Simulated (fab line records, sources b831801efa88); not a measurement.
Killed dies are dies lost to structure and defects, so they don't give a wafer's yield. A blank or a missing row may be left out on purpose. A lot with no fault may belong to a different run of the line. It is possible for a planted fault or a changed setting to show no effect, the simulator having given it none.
Matching of chambers    flow gf180mcu    GF_V4_CMP_04 on cmp-01 has 4 sister chambers
The step polishes SiO2. 27 wafers are shown with their chamber, then 12 later ones without.

## WAFERS PAIRED WITH THEIR CHAMBERS
wafer   chamber  motor-current-A (A)  time-to-endpoint-s (s)
L074.3  2        13.6                 73
L074.4  0        10.8                 84
L074.5  2        13.5                 73
L076.2  0        11.2                 73
L076.5  1        11.5                 80
L076.6  0        10.8                 78
L078.3  3        13.1                 72
L078.5  3        14.1                 83
L078.6  0        10.4                 82
L082.3  2        13.6                 71
L082.4  0        10.8                 83
L082.6  1        10.8                 85
L084.3  3        13.6                 78
L084.5  1        11.4                 75
L084.6  2        13.2                 78
L087.1  0        11.1                 78
L087.3  2        14.0                 84
L087.6  1        11.4                 80
L088.1  3        13.2                 85
L088.3  0        11.6                 82
L088.6  2        13.2                 90
L089.4  2        13.8                 84
L089.5  0        10.8                 93
L089.6  3        13.2                 86
L090.1  2        13.9                 84
L090.2  1        11.6                 81
L090.4  3        13.8                 86

SIGNATURES (averages over the wafers above)
reading             chamber 0  chamber 1  chamber 2  chamber 3  scatter within a chamber
motor-current-A     10.938     11.340     13.600     13.500     0.343
time-to-endpoint-s  81.62      80.20      79.62      81.67      5.81
Rule: for a wafer and a chamber, the distance is found by dividing, reading by reading, the gap between the wafer's reading and the chamber's mean by the reading's scatter, squaring, summing and taking the root. If the next closest chamber is less than 2 further off than the closest, the wafer can't be placed; otherwise it belongs to the closest. The scatter is the square root of a quotient: the sum, over the shown wafers, of each reading's squared deviation from its chamber's mean, divided by wafers minus chambers.

## WAFERS WHOSE CHAMBER IS MISSING
wafer   motor-current-A (A)  time-to-endpoint-s (s)
L092.2  11.1                 85
L092.4  13.4                 80
L092.5  11.2                 84
L093.1  11.5                 84
L093.2  11.1                 86
L093.6  10.4                 91
L095.1  11.2                 83
L095.4  13.3                 90
L095.5  11.9                 92
L097.2  10.9                 92
L097.3  13.2                 84
L097.6  12.7                 95

## CHAMBER TAKEN BY EACH
wafer   from the rows above           in truth
L092.2  can't be placed: 0 or 1       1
L092.4  can't be placed: 3 or 2       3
L092.5  can't be placed: 1 or 0       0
L093.1  can't be placed: 1 or 0       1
L093.2  can't be placed: 0 or 1       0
L093.6  can't be placed: 0 or 1       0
L095.1  can't be placed: 1 or 0       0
L095.4  can't be placed: 3 or 2       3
L095.5  can't be placed: 1 or 0       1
L097.2  can't be placed: 0 or 1       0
L097.3  can't be placed: 3 or 2       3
L097.6  can't be placed: 3 or 2 or 1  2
0 of 12 placed correctly. Unplaceable from these rows: 12, with the true chamber sitting among the candidates in 12. Number placed wrongly: 0.
